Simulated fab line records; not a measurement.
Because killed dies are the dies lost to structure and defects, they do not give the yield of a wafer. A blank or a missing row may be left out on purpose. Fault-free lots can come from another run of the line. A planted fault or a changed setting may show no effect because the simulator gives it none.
fab line records    flow sfq_line
record lots=5  wafers=23
route steps=325 shown M2@95 I2@107 M3@119 I3@138 M4@153
start_h: hours from the record's first day to the start of the lot's first wafer shown    wait_h: hours since the lot's step before    " the same as in the row above    L1.1+2: a row that stands for several wafers    - either no value or no given start    * or withheld: withheld    < > ~ a bound
route shown NAME@n: names a module that has steps shown in the file, with the first one's number in the route    usual: mean and standard deviation over wafers with no fault    same: alike in all rows    chamber/n: place in a boat    sites: each site's reading    _std_site: the values' standard deviation    _edge_site: inner sites' mean taken away from outer sites' mean    radius_mm: how far each site lies from the wafer's centre    mask NAME#n: copy n    behind: the last tool/chamber to shape the wafer    hold: why the lot went on hold/how many hours it stayed there/how the hold came to an end    device: which transistor (n, p or np) failed to switch    end of line: tests run on the same wafers once the route is complete    a step with no rows: only its recipe    killed: dies that structure and defects cost at the first sort, which is not the same as the wafer's yield    map: the dies of a wafer, with x for killed, . for not killed, _ for no die there
set.NAME: the setting as run; set.NAME@STEP: as run at that earlier step    model.NAME: the simulator's own value behind a step, which no gauge read
lots whose settings were changed on purpose; a table a step, a row a wafer
## steps
# step SFQ_TRILAYER_M2_LITHO_EXPOSE_058
# recipe mask_id=M2  na=0.6  source_shape=conventional  sigma_outer=0.65  target_cd_nm=500  dose_mj=14.4
lot.wafer       tool            chamber  start_h  wait_h  mask  set.dose_mj
L075.1+5+6      krf_scanner-02  0        666.38   -       M2#0  14.4
L080.1+3+5      krf_scanner-01  0        855.91   -       M2#0  13.4
L080.2+4        "               0        "        "       M2#0  14.4
L081.2+5+6      krf_scanner-01  0        864.51   -       M2#0  13.74
L081.3+4        "               0        "        "       M2#0  14.4
L083.2+6        krf_scanner-01  0        915.16   -       M2#0  14.4
L083.3+4+5      "               0        "        "       M2#0  15.4
L085.1+2+4+5+6  krf_scanner-01  0        924.56   -       M2#0  14.4
# step SFQ_TRILAYER_M2_LITHO_PEB_060
# recipe peb_temp_c=115  peb_time_s=60  resist=KrF
# step SFQ_TRILAYER_M2_LITHO_DEVELOP_059
# recipe time_s=60  resist=KrF
# step SFQ_TRILAYER_M2_BARC_OPEN_METAL_ETCH_077
# recipe mask_material=PR  chemistry=O2  target_depth_nm=125  target=BARC  icp_w=600  bias_w=80  pressure_mtorr=10  time_s=41.7
lot.wafer  tool          chamber  start_h  wait_h  set.resist_thk_nm@TRILAYER_M2_LITHO_COAT_057  set.dose_mj@TRILAYER_M2_LITHO_EXPOSE_058  model.KrF_of_TRILAYER_M2_LITHO_COAT_057.thk_nm  model.M2.cd_nm
L075.1     rie_metal-01  1        667.91   0.0     600                                           14.4                                      522.9                                           501.6
L075.5     "             1        "        "       600                                           14.4                                      523.7                                           502.5
L075.6     "             0        "        "       600                                           14.4                                      521.5                                           502.6
L080.1     rie_metal-02  1        857.45   0.0     582.2                                         13.4                                      504.9                                           510.6
L080.2     "             0        "        "       600                                           14.4                                      523.4                                           499.4
L080.3     "             1        "        "       600                                           13.4                                      523.8                                           510.3
L080.4     "             0        "        "       600                                           14.4                                      520.5                                           499.6
L080.5     "             1        "        "       582.2                                         13.4                                      506.3                                           511.1
L081.2     rie_metal-01  0        865.85   0.0     600                                           13.74                                     523.7                                           508.3
L081.3     "             0        "        "       600                                           14.4                                      523.5                                           500.5
L081.4     "             1        "        "       600                                           14.4                                      522.7                                           503
L081.5     "             0        "        "       600                                           13.74                                     523.8                                           506.9
L081.6     "             1        "        "       600                                           13.74                                     523.7                                           510
L083.2     rie_metal-03  0        916.50   0.0     581.1                                         14.4                                      504.4                                           499.5
L083.3     "             1        "        "       581.1                                         15.4                                      503                                             488.6
L083.4     "             0        "        "       600                                           15.4                                      524.4                                           489.7
L083.5     "             1        "        "       600                                           15.4                                      522.5                                           489.4
L083.6     "             0        "        "       600                                           14.4                                      525                                             500.7
L085.1     rie_metal-01  0        926.10   0.0     566.2                                         14.4                                      490.8                                           498.4
L085.2     "             1        "        "       600                                           14.4                                      525.5                                           501
L085.4     "             1        "        "       600                                           14.4                                      523.1                                           501.8
L085.5     "             1        "        "       566.2                                         14.4                                      494.2                                           500.4
L085.6     "             0        "        "       600                                           14.4                                      524.6                                           499.5
# step SFQ_TRILAYER_M2_ETCH_METAL_ETCH_060
# recipe target=Nb  stop_on=SiO2  mask_material=PR  chemistry=Cl2/Ar  target_depth_nm=240  icp_w=581.5  bias_w=80  pressure_mtorr=10  time_s=120
lot.wafer  tool          chamber  start_h  wait_h  set.dose_mj@TRILAYER_M2_LITHO_EXPOSE_058  model.M2.cd_nm
L075.1     rie_metal-01  1        667.97   0.0     14.4                                      500.5
L075.5     "             1        "        "       14.4                                      501.2
L075.6     "             0        "        "       14.4                                      503.6
L080.1     rie_metal-02  1        857.51   0.0     13.4                                      511.1
L080.2     "             0        "        "       14.4                                      500.7
L080.3     "             1        "        "       13.4                                      511.2
L080.4     "             0        "        "       14.4                                      501.6
L080.5     "             1        "        "       13.4                                      511.4
L081.2     rie_metal-01  0        865.91   0.0     13.74                                     505.5
L081.3     "             0        "        "       14.4                                      498.1
L081.4     "             1        "        "       14.4                                      499.4
L081.5     "             0        "        "       13.74                                     505.2
L081.6     "             1        "        "       13.74                                     506.5
L083.2     rie_metal-03  0        916.56   0.0     14.4                                      499.4
L083.3+4   "             1,0      "        "       15.4                                      489.6
L083.5     "             1        "        "       15.4                                      490.1
L083.6     "             0        "        "       14.4                                      500
L085.1     rie_metal-01  0        926.16   0.0     14.4                                      498.2
L085.2     "             1        "        "       14.4                                      499.5
L085.4     "             1        "        "       14.4                                      499.7
L085.5     "             1        "        "       14.4                                      498.1
L085.6     "             0        "        "       14.4                                      499.4
# step SFQ_TRILAYER_I2_VIA_LITHO_COAT_072
# recipe resist=BARC  spin_rpm=3000  resist_thk_nm=62
lot.wafer  tool            chamber  start_h  wait_h  set.resist_thk_nm  model.BARC_of_TRILAYER_I2_VIA_LITHO_COAT_072.thk_nm
L075.1     litho_track-02  0        673.27   1.0     62                 62.33
L075.5     "               0        "        "       62                 62.49
L075.6     "               0        "        "       62                 62.37
L080.1     litho_track-01  0        862.81   1.0     62                 62.03
L080.2     "               0        "        "       62                 62.01
L080.3     "               0        "        "       62                 61.87
L080.4     "               0        "        "       58.8               58.81
L080.5     "               0        "        "       58.8               58.77
L081.2     litho_track-01  0        871.26   0.8     62                 61.77
L081.3     "               0        "        "       64.3               64.05
L081.4     "               0        "        "       62                 61.69
L081.5     "               0        "        "       64.3               64.21
L081.6     "               0        "        "       64.3               64.18
L083.2     litho_track-04  0        934.17   0.8     62                 62.39
L083.3     "               0        "        "       62                 62.18
L083.4     "               0        "        "       62                 62.15
L083.5     "               0        "        "       62                 62.24
L083.6     "               0        "        "       62                 62.33
L085.1+2   litho_track-04  0        943.12   1.0     62                 62.35
L085.4     "               0        "        "       62                 62.3
L085.5     "               0        "        "       64.46              64.78
L085.6     "               0        "        "       64.46              64.86
# step SFQ_TRILAYER_I2_VIA_LITHO_COAT_067
# recipe resist=KrF  spin_rpm=3000  resist_thk_nm=650
# step SFQ_TRILAYER_I2_VIA_LITHO_SOFTBAKE_071
# recipe temp_c=withheld  time_s=withheld  resist=KrF
# step SFQ_TRILAYER_I2_VIA_LITHO_DEVELOP_069
# recipe time_s=60  resist=KrF
# step SFQ_TRILAYER_I2_VIA_BARC_OPEN_VIA_ETCH_096
# recipe mask_material=PR  chemistry=O2  target_depth_nm=125  target=BARC  source_w=500  bias_w=80  pressure_mtorr=30  time_s=41.7
# usual oes_product_au=0.686/0.0048
lot.wafer  tool         chamber  start_h  wait_h  set.resist_thk_nm@TRILAYER_I2_VIA_LITHO_COAT_072  oes_product_au
L075.1     rie_diel-03  2        766.97   0.0     62                                                0.678
L075.5     "            3        "        "       62                                                0.688
L075.6     "            2        "        "       62                                                0.686
L080.1     rie_diel-03  1        865.09   0.0     62                                                0.683
L080.2     "            0        "        "       62                                                0.682
L080.3     "            2        "        "       62                                                0.689
L080.4     "            3        "        "       58.8                                              0.667
L080.5     "            2        "        "       58.8                                              0.667
L081.2     rie_diel-01  2        874.05   0.0     62                                                0.681
L081.3     "            1        "        "       64.3                                              0.695
L081.4     "            0        "        "       62                                                0.682
L081.5     "            3        "        "       64.3                                              0.697
L081.6     "            0        "        "       64.3                                              0.695
L083.2     rie_diel-03  1        1051.87  0.0     62                                                0.690
L083.3     "            3        "        "       62                                                0.686
L083.4     "            2        "        "       62                                                0.687
L083.5     "            2        "        "       62                                                0.690
L083.6     "            3        "        "       62                                                0.685
L085.1     rie_diel-01  1        1063.87  0.0     62                                                0.689
L085.2     "            0        "        "       62                                                0.686
L085.4     "            3        "        "       62                                                0.694
L085.5     "            1        "        "       64.46                                             0.696
L085.6     "            2        "        "       64.46                                             0.700
# step SFQ_TRILAYER_M3_DEP_SPUTTER_073
# recipe material=Nb  base_pressure_pa=1.33e-06  chamber_pressure_pa=0.1333  substrate_temp_c=20  resputter_cathode_voltage_v=400  target_thk_nm=200  power_w=2000  time_s=133.3
lot.wafer  tool            chamber  start_h  wait_h  set.power_w  model.Nb_of_TRILAYER_M3_DEP_SPUTTER_073.thk_nm
L075.1     pvd_sputter-06  -        767.94   0.0     2000         198.2
L075.5     "               -        "        "       2000         196.1
L075.6     "               -        "        "       2000         197.2
L080.1     pvd_sputter-06  -        866.05   0.0     1830         184.4
L080.2     "               -        "        "       2000         201.6
L080.3     "               -        "        "       2000         200.8
L080.4     "               -        "        "       1830         181.2
L080.5     "               -        "        "       1830         182.1
L081.2     pvd_sputter-05  -        875.00   0.0     1807         184.8
L081.3     "               -        "        "       2000         203.9
L081.4     "               -        "        "       1807         182.1
L081.5     "               -        "        "       1807         183.3
L081.6     "               -        "        "       2000         203.2
L083.2     pvd_sputter-04  -        1052.82  0.0     1839         183.6
L083.3     "               -        "        "       2000         199.1
L083.4     "               -        "        "       1839         184.6
L083.5     "               -        "        "       2000         198
L083.6     "               -        "        "       1839         182.5
L085.1     pvd_sputter-05  -        1064.82  0.0     2000         200.1
L085.2     "               -        "        "       2000         202.4
L085.4     "               -        "        "       2000         201
L085.5     "               -        "        "       2000         201.2
L085.6     "               -        "        "       2000         200.5
# step SFQ_M3_RS_MEAS_919
# recipe thk_meas_gauge=four-point-probe  reads=Nb_of_TRILAYER_M3_DEP_SPUTTER_073
# usual M3_NB_RS=0.888/0.0098
lot.wafer  tool           chamber  start_h  wait_h  set.power_w@TRILAYER_M3_DEP_SPUTTER_073  M3_NB_RS[ohm/sq]
L075.1     film_metro-02  -        768.03   0.0     2000                                     0.898
L075.5     "              -        "        "       2000                                     0.908
L075.6     "              -        "        "       2000                                     0.904
L080.1     film_metro-03  -        866.14   0.0     1830                                     0.966
L080.2     "              -        "        "       2000                                     0.881
L080.3     "              -        "        "       2000                                     0.886
L080.4     "              -        "        "       1830                                     0.982
L080.5     "              -        "        "       1830                                     0.977
L081.2     film_metro-02  -        875.11   0.1     1807                                     0.962
L081.3     "              -        "        "       2000                                     0.873
L081.4     "              -        "        "       1807                                     0.978
L081.5     "              -        "        "       1807                                     0.972
L081.6     "              -        "        "       2000                                     0.874
L083.2     film_metro-04  -        1052.94  0.1     1839                                     0.971
L083.3     "              -        "        "       2000                                     0.893
L083.4     "              -        "        "       1839                                     0.965
L083.5     "              -        "        "       2000                                     0.899
L083.6     "              -        "        "       1839                                     0.976
L085.1     film_metro-04  -        1064.92  0.0     2000                                     0.887
L085.2     "              -        "        "       2000                                     0.878
L085.4     "              -        "        "       2000                                     0.885
L085.5     "              -        "        "       2000                                     0.882
L085.6     "              -        "        "       2000                                     0.888
# step SFQ_TRILAYER_M3_ETCH_METAL_ETCH_078
# recipe target=Nb  stop_on=SiO2  mask_material=PR  chemistry=Cl2/Ar  target_depth_nm=240  icp_w=600  bias_w=80  pressure_mtorr=10  time_s=120
# usual oes_product_au=0.895/0.0069
lot.wafer  tool          chamber  start_h  wait_h  set.bias_w  set.power_w@TRILAYER_M3_DEP_SPUTTER_073  oes_product_au
L075.1     rie_metal-03  1        899.63   0.0     80          2000                                     0.891
L075.5     "             1        "        "       80          2000                                     0.877
L075.6     "             0        "        "       80          2000                                     0.888
L080.1     rie_metal-01  0        999.00   0.0     80          1830                                     0.859
L080.2     "             1        "        "       87.16       2000                                     0.903
L080.3     "             1        "        "       80          2000                                     0.898
L080.4     "             0        "        "       87.16       1830                                     0.851
L080.5     "             1        "        "       80          1830                                     0.847
L081.2     rie_metal-01  0        1003.80  0.0     70.75       1807                                     0.853
L081.3     "             0        "        "       70.75       2000                                     0.900
L081.4     "             1        "        "       70.75       1807                                     0.841
L081.5     "             0        "        "       80          1807                                     0.851
L081.6     "             1        "        "       80          2000                                     0.900
L083.2     rie_metal-01  1        1055.44  0.0     80          1839                                     0.854
L083.3     "             0        "        "       80          2000                                     0.889
L083.4     "             1        "        "       80          1839                                     0.861
L083.5     "             0        "        "       73.06       2000                                     0.884
L083.6     "             1        "        "       73.06       1839                                     0.847
L085.1     rie_metal-01  0        1074.41  0.0     80          2000                                     0.892
L085.2     "             1        "        "       83.11       2000                                     0.901
L085.4     "             1        "        "       83.11       2000                                     0.891
L085.5     "             0        "        "       83.11       2000                                     0.894
L085.6     "             1        "        "       80          2000                                     0.905
# step SFQ_TRILAYER_I3_VIA_LITHO_COAT_085
# recipe resist=KrF  spin_rpm=3000  resist_thk_nm=650
lot.wafer  tool            chamber  start_h  wait_h  set.spin_rpm  model.KrF_of_TRILAYER_I3_VIA_LITHO_COAT_085.thk_nm
L075.1     litho_track-01  0        908.94   0.2     3000          650
L075.5     "               0        "        "       3000          649.3
L075.6     "               0        "        "       3000          648.3
L080.1     litho_track-04  0        1016.99  0.2     3000          650.9
L080.2     "               0        "        "       3173          635.2
L080.3     "               0        "        "       3173          633.2
L080.4     "               0        "        "       3000          653.3
L080.5     "               0        "        "       3173          634.5
L081.2     litho_track-01  0        1020.04  0.2     3000          651.7
L081.3     "               0        "        "       3000          652.1
L081.4     "               0        "        "       3000          652.4
L081.5     "               0        "        "       3000          652
L081.6     "               0        "        "       3000          652.5
L083.2     litho_track-04  0        1062.18  0.2     2805          670.5
L083.3     "               0        "        "       3000          649
L083.4     "               0        "        "       3000          648.6
L083.5     "               0        "        "       3000          649.8
L083.6     "               0        "        "       2805          672.5
L085.1     litho_track-03  0        1080.01  0.2     3145          635.7
L085.2     "               0        "        "       3000          651.1
L085.4     "               0        "        "       3000          650
L085.5     "               0        "        "       3145          633.9
L085.6     "               0        "        "       3000          650.1
# step SFQ_TRILAYER_I3_VIA_LITHO_SOFTBAKE_089
# recipe temp_c=withheld  time_s=withheld  resist=KrF
# step SFQ_TRILAYER_I3_VIA_LITHO_EXPOSE_086
# recipe mask_id=I3  na=0.6  source_shape=conventional  sigma_outer=0.65  target_cd_nm=500  dose_mj=21.3
# step SFQ_TRILAYER_I3_VIA_LITHO_DEVELOP_087
# recipe time_s=60  resist=KrF
# step SFQ_TRILAYER_I3_VIA_BARC_OPEN_VIA_ETCH_121
# recipe mask_material=PR  chemistry=O2  target_depth_nm=125  target=BARC  source_w=500  bias_w=80  pressure_mtorr=30  time_s=41.7
lot.wafer  tool         chamber  start_h  wait_h  set.spin_rpm@TRILAYER_I3_VIA_LITHO_COAT_085  model.KrF_of_TRILAYER_I3_VIA_LITHO_COAT_085.thk_nm
L075.1     rie_diel-02  3        1036.14  0.0     3000                                         574.1
L075.5     "            3        "        "       3000                                         573.4
L075.6     "            2        "        "       3000                                         572.3
L080.1     rie_diel-01  3        1050.09  0.0     3000                                         572.8
L080.2     "            2        "        "       3173                                         557.8
L080.3     "            1        "        "       3173                                         555.7
L080.4     "            2        "        "       3000                                         575.7
L080.5     "            3        "        "       3173                                         556.6
L081.2     rie_diel-02  1        1051.29  0.0     3000                                         575.1
L081.3     "            0        "        "       3000                                         575
L081.4     "            2        "        "       3000                                         575.3
L081.5     "            0        "        "       3000                                         574.6
L081.6     "            1        "        "       3000                                         576.1
L083.2     rie_diel-04  0        1064.80  0.0     2805                                         592.2
L083.3     "            1        "        "       3000                                         571.9
L083.4     "            2        "        "       3000                                         572.1
L083.5     "            3        "        "       3000                                         572.9
L083.6     "            0        "        "       2805                                         593.8
L085.1     rie_diel-02  2        1086.35  0.0     3145                                         558.2
L085.2     "            3        "        "       3000                                         574.3
L085.4     "            1        "        "       3000                                         573.6
L085.5     "            1        "        "       3145                                         557.1
L085.6     "            2        "        "       3000                                         572.4
# step SFQ_TRILAYER_I3_VIA_ETCH_VIA_ETCH_088
# recipe target=SiO2  stop_on=Nb  mask_material=PR  taper_deg=20  chemistry=CHF3  target_depth_nm=260  source_w=500  bias_w=80  pressure_mtorr=30  time_s=withheld
lot.wafer  tool         chamber  start_h  wait_h  set.source_w  set.power_w@TRILAYER_M3_DEP_SPUTTER_073  set.spin_rpm@TRILAYER_I3_VIA_LITHO_COAT_085  model.Nb_of_TRILAYER_M3_DEP_SPUTTER_073.thk_nm  model.KrF_of_TRILAYER_I3_VIA_LITHO_COAT_085.thk_nm
L075.1     rie_diel-02  3        1036.18  0.0     500           2000                                     3000                                         198.2                                           530.2
L075.5     "            3        "        "       500           2000                                     3000                                         196.1                                           529.6
L075.6     "            2        "        "       500           2000                                     3000                                         197.2                                           527.6
L080.1     rie_diel-01  3        1050.13  0.0     500           1830                                     3000                                         184.4                                           527.2
L080.2     "            2        "        "       500           2000                                     3173                                         201.6                                           512.7
L080.3     "            1        "        "       500           2000                                     3173                                         200.8                                           510.3
L080.4     "            2        "        "       500           1830                                     3000                                         181.2                                           530.8
L080.5     "            3        "        "       500           1830                                     3173                                         182.1                                           511.1
L081.2     rie_diel-02  1        1051.33  0.0     500           1807                                     3000                                         184.8                                           530.6
L081.3     "            0        "        "       556           2000                                     3000                                         203                                             528
L081.4     "            2        "        "       556           1807                                     3000                                         181.2                                           529
L081.5     "            0        "        "       500           1807                                     3000                                         183.3                                           529
L081.6     "            1        "        "       500           2000                                     3000                                         203.2                                           531.6
L083.2     rie_diel-04  0        1064.84  0.0     500           1839                                     2805                                         183.6                                           546.4
L083.3     "            1        "        "       500           2000                                     3000                                         199.1                                           526.8
L083.4     "            2        "        "       515.2         1839                                     3000                                         184.4                                           527.2
L083.5     "            3        "        "       515.2         2000                                     3000                                         197.8                                           527.3
L083.6     "            0        "        "       515.2         1839                                     2805                                         182.2                                           547.3
L085.1     rie_diel-02  2        1086.39  0.0     445.6         2000                                     3145                                         200.1                                           515.2
L085.2     "            3        "        "       445.6         2000                                     3000                                         202.4                                           532
L085.4     "            1        "        "       500           2000                                     3000                                         201                                             529.9
L085.5     "            1        "        "       445.6         2000                                     3145                                         201.2                                           514.6
L085.6     "            2        "        "       500           2000                                     3000                                         200.5                                           527.6
# step SFQ_TRILAYER_M4_LITHO_COAT_093
# recipe resist=KrF  spin_rpm=3000  resist_thk_nm=600
lot.wafer  tool            chamber  start_h  wait_h  set.spin_rpm  model.KrF_of_TRILAYER_M4_LITHO_COAT_093.thk_nm
L075.1     litho_track-01  0        1037.67  0.2     3000          596.8
L075.5     "               0        "        "       3000          599.2
L075.6     "               0        "        "       3000          597.4
L080.1     litho_track-02  0        1051.62  0.2     2788          623.9
L080.2     "               0        "        "       3000          599.2
L080.3     "               0        "        "       3000          597.2
L080.4     "               0        "        "       3000          601.7
L080.5     "               0        "        "       2788          622.5
L081.2+5   litho_track-01  0        1052.87  0.2     3000          598.2
L081.3     "               0        "        "       2885          611.9
L081.4     "               0        "        "       2885          611.6
L081.6     "               0        "        "       2885          615.5
L083.2     litho_track-03  0        1066.37  0.2     2814          619.1
L083.3     "               0        "        "       2814          617.9
L083.4     "               0        "        "       3000          599.4
L083.5     "               0        "        "       3000          599.1
L083.6     "               0        "        "       2814          616.1
L085.1     litho_track-03  0        1087.88  0.2     3000          597.9
L085.2     "               0        "        "       3000          597.4
L085.4     "               0        "        "       2915          607.2
L085.5     "               0        "        "       2915          606.1
L085.6     "               0        "        "       3000          597.7
# step SFQ_TRILAYER_M4_BARC_OPEN_METAL_ETCH_123
# recipe mask_material=PR  chemistry=O2  target_depth_nm=125  target=BARC  icp_w=600  bias_w=80  pressure_mtorr=10  time_s=41.7
lot.wafer  tool          chamber  start_h  wait_h  set.icp_w  set.spin_rpm@TRILAYER_M4_LITHO_COAT_093  model.KrF_of_TRILAYER_M4_LITHO_COAT_093.thk_nm
L075.1     rie_metal-01  1        1162.11  0.0     600        3000                                     521
L075.5     "             1        "        "       600        3000                                     523.5
L075.6     "             0        "        "       600        3000                                     520.9
L080.1     rie_metal-01  1        1177.83  0.0     641.3      2788                                     544.3
L080.2     "             1        "        "       600        3000                                     523.4
L080.3     "             1        "        "       641.3      3000                                     518
L080.4     "             1        "        "       600        3000                                     525.8
L080.5     "             1        "        "       600        2788                                     546.8
L081.2     rie_metal-03  1        1179.03  0.0     600        3000                                     520.2
L081.3     "             0        "        "       659.3      2885                                     531.9
L081.4     "             1        "        "       659.3      2885                                     528.7
L081.5     "             0        "        "       659.3      3000                                     517.6
L081.6     "             1        "        "       600        2885                                     537.8
L083.2     rie_metal-01  1        1187.45  0.0     600        2814                                     542.9
L083.3     "             1        "        "       600        2814                                     541.6
L083.4     "             1        "        "       600        3000                                     523.2
L083.5     "             1        "        "       552.2      3000                                     526.5
L083.6     "             1        "        "       552.2      2814                                     543.6
L085.1     rie_metal-03  1        1207.83  0.0     600        3000                                     520.2
L085.2     "             0        "        "       600        3000                                     521.1
L085.4     "             0        "        "       600        2915                                     530.9
L085.5     "             1        "        "       600        2915                                     527.8
L085.6     "             0        "        "       600        3000                                     521.3
# step SFQ_TRILAYER_M4_ETCH_METAL_ETCH_096
# recipe target=Nb  stop_on=SiO2  mask_material=PR  chemistry=Cl2/Ar  target_depth_nm=240  icp_w=600  bias_w=80  pressure_mtorr=10  time_s=120
lot.wafer  tool          chamber  start_h  wait_h  set.spin_rpm@TRILAYER_M4_LITHO_COAT_093  model.KrF_of_TRILAYER_M4_LITHO_COAT_093.thk_nm
L075.1     rie_metal-01  1        1162.17  0.0     3000                                     382.9
L075.5     "             1        "        "       3000                                     385
L075.6     "             1        "        "       3000                                     383
L080.1     rie_metal-01  1        1177.95  0.1     2788                                     406.9
L080.2     "             1        "        "       3000                                     385.1
L080.3     "             1        "        "       3000                                     379.1
L080.4     "             1        "        "       3000                                     388.5
L080.5     "             1        "        "       2788                                     409.2
L081.2     rie_metal-03  1        1179.09  0.0     3000                                     377
L081.3     "             0        "        "       2885                                     394.3
L081.4     "             1        "        "       2885                                     385.8
L081.5     "             0        "        "       3000                                     380.8
L081.6     "             1        "        "       2885                                     395.1
L083.2     rie_metal-01  1        1187.59  0.1     2814                                     405.7
L083.3     "             1        "        "       2814                                     403.5
L083.4     "             1        "        "       3000                                     386.6
L083.5     "             1        "        "       3000                                     389
L083.6     "             1        "        "       2814                                     406.2
L085.1     rie_metal-03  1        1207.89  0.0     3000                                     377.5
L085.2     "             0        "        "       3000                                     382.8
L085.4     "             0        "        "       2915                                     393.1
L085.5     "             1        "        "       2915                                     386.2
L085.6     "             0        "        "       3000                                     383.1
## key
split step=SFQ_TRILAYER_M2_LITHO_EXPOSE_058  setting=dose_mj  stated=14.4  by=wafer
response step=SFQ_TRILAYER_M2_BARC_OPEN_METAL_ETCH_077  reading=model.M2.cd_nm  change=-1.56  per=1%  r=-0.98
response step=SFQ_TRILAYER_M2_ETCH_METAL_ETCH_060  reading=model.M2.cd_nm  change=-1.45  per=1%  r=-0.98
split step=SFQ_TRILAYER_I2_VIA_LITHO_COAT_072  setting=resist_thk_nm  stated=62  by=wafer
response step=SFQ_TRILAYER_I2_VIA_LITHO_COAT_072  reading=model.BARC_of_TRILAYER_I2_VIA_LITHO_COAT_072.thk_nm  change=+0.628  per=1%  r=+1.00
response step=SFQ_TRILAYER_I2_VIA_BARC_OPEN_VIA_ETCH_096  reading=oes_product_au  change=+0.00319  per=1%  r=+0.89
split step=SFQ_TRILAYER_M3_DEP_SPUTTER_073  setting=power_w  stated=2000  by=wafer
response step=SFQ_TRILAYER_M3_DEP_SPUTTER_073  reading=model.Nb_of_TRILAYER_M3_DEP_SPUTTER_073.thk_nm  change=+2.06  per=1%  r=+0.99
response step=SFQ_M3_RS_MEAS_919  reading=M3_NB_RS  change=-0.0101  per=1%  r=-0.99
response step=SFQ_TRILAYER_M3_ETCH_METAL_ETCH_078  reading=oes_product_au  change=+0.00506  per=1%  r=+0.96
response step=SFQ_TRILAYER_I3_VIA_ETCH_VIA_ETCH_088  reading=model.Nb_of_TRILAYER_M3_DEP_SPUTTER_073.thk_nm  change=+2.05  per=1%  r=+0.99
split step=SFQ_TRILAYER_M3_ETCH_METAL_ETCH_078  setting=bias_w  stated=80  by=wafer
response none clear
split step=SFQ_TRILAYER_I3_VIA_LITHO_COAT_085  setting=spin_rpm  stated=3000  by=wafer
response step=SFQ_TRILAYER_I3_VIA_LITHO_COAT_085  reading=model.KrF_of_TRILAYER_I3_VIA_LITHO_COAT_085.thk_nm  change=-3.27  per=1%  r=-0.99
response step=SFQ_TRILAYER_I3_VIA_BARC_OPEN_VIA_ETCH_121  reading=model.KrF_of_TRILAYER_I3_VIA_LITHO_COAT_085.thk_nm  change=-3.16  per=1%  r=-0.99
response step=SFQ_TRILAYER_I3_VIA_ETCH_VIA_ETCH_088  reading=model.KrF_of_TRILAYER_I3_VIA_LITHO_COAT_085.thk_nm  change=-3.06  per=1%  r=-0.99
split step=SFQ_TRILAYER_I3_VIA_ETCH_VIA_ETCH_088  setting=source_w  stated=500  by=wafer
response none clear
split step=SFQ_TRILAYER_M4_LITHO_COAT_093  setting=spin_rpm  stated=3000  by=wafer
response step=SFQ_TRILAYER_M4_LITHO_COAT_093  reading=model.KrF_of_TRILAYER_M4_LITHO_COAT_093.thk_nm  change=-3.29  per=1%  r=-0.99
response step=SFQ_TRILAYER_M4_BARC_OPEN_METAL_ETCH_123  reading=model.KrF_of_TRILAYER_M4_LITHO_COAT_093.thk_nm  change=-3.16  per=1%  r=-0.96
response step=SFQ_TRILAYER_M4_ETCH_METAL_ETCH_096  reading=model.KrF_of_TRILAYER_M4_LITHO_COAT_093.thk_nm  change=-3.14  per=1%  r=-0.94
split step=SFQ_TRILAYER_M4_BARC_OPEN_METAL_ETCH_123  setting=icp_w  stated=600  by=wafer
response none clear
split outside_this_file step=SFQ_TRILAYER_M2_LITHO_COAT_057 setting=resist_thk_nm
# split outside_this_file: this setting was split too, and the file shows its column; the key of that split is in another file
